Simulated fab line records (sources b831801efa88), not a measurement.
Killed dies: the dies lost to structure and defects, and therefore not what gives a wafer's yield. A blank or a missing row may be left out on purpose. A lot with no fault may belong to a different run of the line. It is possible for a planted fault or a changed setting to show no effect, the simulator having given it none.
8D (eight disciplines) problem report, filled in by code || flow gf180mcu || the parts of the form that need people (team, actions taken, sign-off) are left out

## 1. THE ISSUE
Mean of cd-nm at GF_M2_CD_MEAS_14: 274.4 nm across 6 wafers in 2 lots; on wafers with no fault it is 279.9 nm (standard deviation 1.1). That is -5.0 standard deviations from the usual mean.
The step: target cd 280 nm.
Earliest sighting: wafer L935.1 on cd-sem-02 at day 22 21:23. Wafers with a number at this step in the record: 36, from 12 lots. Rule for "out", or "out of limits": more than 4 standard deviations from the usual mean. Any other wafer with a number is counted as sound.

## 2. WHAT IT IS, WHAT IT ISN'T
{"question": "which readings at this step", "is": "cd-nm", "is not": "-"}
{"question": "which lots", "is": "L935, L936", "is not": "L925, L926, L927, L929, L930, L932, L943, L944, L945, L947"}
{"question": "which wafers of those lots", "is": "all that have a number", "is not": "-"}
{"question": "read on which gauges", "is": "cd-sem-01, cd-sem-02", "is not": "-"}
{"question": "when", "is": "from day 22 21:23", "is not": "up to then (18 sound wafers); but 12 sound wafers of L943, L944, L945, L947 came after"}

## 3. WHAT RULES OUT EACH SUSPECT
Counting: a tool stays on the suspect list if, at a process step up to the reading, it processed all lots that are out and no sound lot following the first of them.
- the gauge at GF_M2_CD_MEAS_14 is ruled out. The wafers that are out were read on 2 gauges (cd-sem-01, cd-sem-02).
- litho-track-02 at GF_M2_SOFTBAKE_10 (time 60 s): ruled out as a lasting fault. Following L935 (day 22 09:34), the first lot on it that is out, the sound lots L945 were run on it.
Left after counting: nothing in the record.

## 4. THE CAUSE (what the simulator had put in)
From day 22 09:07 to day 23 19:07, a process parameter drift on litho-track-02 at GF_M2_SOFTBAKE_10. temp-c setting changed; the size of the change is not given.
The count ruled it out by mistake, since the rule takes a fault to strike every lot its tool runs from the start of the fault on, and this one did not do so.

## 5. SEQUENCE OF EFFECTS, ordered by route
Each row: a reading where the mean over the struck wafers with a number is more than 3 standard deviations away from the usual. Scope: only readings with a usual standard deviation given in the record; hours: median across lots of the time from each lot's start at the first step in this table that gives one to its start at this step; sigmas: change in usual standard deviations.
{"hours": 0, "step": "GF_M2_SOFTBAKE_10", "reading": "heater-power-total-W", "usual": "93.05 W", "on struck wafers": 95.15, "change": "+2.10", "sigmas": "+35"}
{"hours": 0, "step": "GF_M2_SOFTBAKE_10", "reading": "plate-temp-C", "usual": "130.03 C", "on struck wafers": 132.30, "change": "+2.27", "sigmas": "+17"}
{"hours": 12, "step": "GF_M2_CD_MEAS_14", "reading": "cd-nm", "usual": "279.9 nm", "on struck wafers": 274.4, "change": -5.5, "sigmas": -5.0}
Here are the process steps it includes:
- GF_M2_SOFTBAKE_10: time 60 s.
Later measuring or inspecting steps at which every struck wafer that the step has a row for has a number for every such reading, and none has moved that far: GF_V2_THK_MEAS_03.

## 6. WHAT WOULD HAVE CAUGHT IT SOONER
12 hours passed between the start of the fault at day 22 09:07 and the first reading out of limits at a measuring or inspecting step in this record, taken at day 22 21:23.
At GF_M2_SOFTBAKE_10, the tool's own readings (heater-power-total-W, plate-temp-C) were out on each struck wafer the step has a row for, so an alarm limit on them would have fired on the first such wafer.
